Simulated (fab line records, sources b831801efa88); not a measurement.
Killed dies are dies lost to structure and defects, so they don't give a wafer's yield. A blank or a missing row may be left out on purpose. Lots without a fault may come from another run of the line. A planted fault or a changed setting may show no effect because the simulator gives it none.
Which tool did it? | flow sky130 | 6 lots, 18 wafers sampled, at 4 steps of a route of 708

WHAT THE GAUGES READ, wafer by wafer
SKY_PASSIVATION_THK_MEAS_01.
lot  | measured     | on            | PASSIVATION_CVD_00_THK (nm)
L565 | day 44 04:02 | film_metro-01 | 91.5 90.0 89.9
L570 | day 45 11:15 | film_metro-04 | 88.6 89.1 92.2
L572 | day 46 07:19 | film_metro-02 | 89.8 92.8 90.9
L575 | day 46 20:52 | film_metro-01 | 90.4 90.1 91.2
L582 | day 48 14:49 | film_metro-04 | 90.4 90.6 91.1
L586 | day 49 07:56 | film_metro-04 | 89.0 89.1 90.0

WHICH TOOL RAN EACH LOT (tool, then ch and the chambers of the sampled wafers, then the start)
lot  | SKY_METAL3_ETCH_17                 | SKY_VIA4_CMP_21               | SKY_METAL5_SPUTTER_03
L565 | rie_diel-02 ch 0,1,2, day 38 21:43 | cmp-02 ch 0,2,3, day 43 03:52 | pvd_sputter-04, day 43 04:10
L570 | rie_diel-02 ch 2,3, day 40 07:49   | cmp-01 ch 0,2,3, day 44 12:17 | pvd_sputter-03, day 44 12:41
L572 | rie_diel-02 ch 0,1, day 41 07:04   | cmp-02 ch 1,2,3, day 45 09:26 | pvd_sputter-03, day 45 09:50
L575 | rie_diel-02 ch 0,1,3, day 41 22:33 | cmp-01 ch 0,1,2, day 45 23:19 | pvd_sputter-03, day 45 23:40
L582 | rie_diel-01 ch 0,3, day 43 23:35   | cmp-02 ch 0,1,3, day 47 18:55 | pvd_sputter-03, day 47 19:19
L586 | rie_diel-03 ch 1,2,3, day 44 20:11 | cmp-02 ch 0,1,2, day 48 12:53 | pvd_sputter-01, day 48 13:17
- SKY_METAL3_ETCH_17: etches SiO2 in C4F8/O2/Ar, stops on TiN, time 3.9 s, target depth 15 nm.
- SKY_VIA4_CMP_21: polishes, stops on SiO2, t overpolish 25 s, target thk 0 nm.
- SKY_METAL5_SPUTTER_03: material Ti, target thk 5 nm, time 3.3 s.

THE ANSWER, worked out from the rows above alone
Rule: what is usual is taken from the lots themselves. Put in order of their means at a reading, lots are off if they are a third of the lots or fewer, leave a main group of 4 or more, and stand apart from it by a gap of 3 or more times the standard deviation of the main group's means; of several such gaps the widest counts. A main group whose means are all the same, to the digits that the tables above print for the reading, isn't used. A lot without any number at a reading at which 4 lots or more have one is off too. The other lots that the step has rows for count as sound.
No lot is off at any reading shown: from this, nothing can be told.

WHAT THE SIMULATOR HAD PUT IN
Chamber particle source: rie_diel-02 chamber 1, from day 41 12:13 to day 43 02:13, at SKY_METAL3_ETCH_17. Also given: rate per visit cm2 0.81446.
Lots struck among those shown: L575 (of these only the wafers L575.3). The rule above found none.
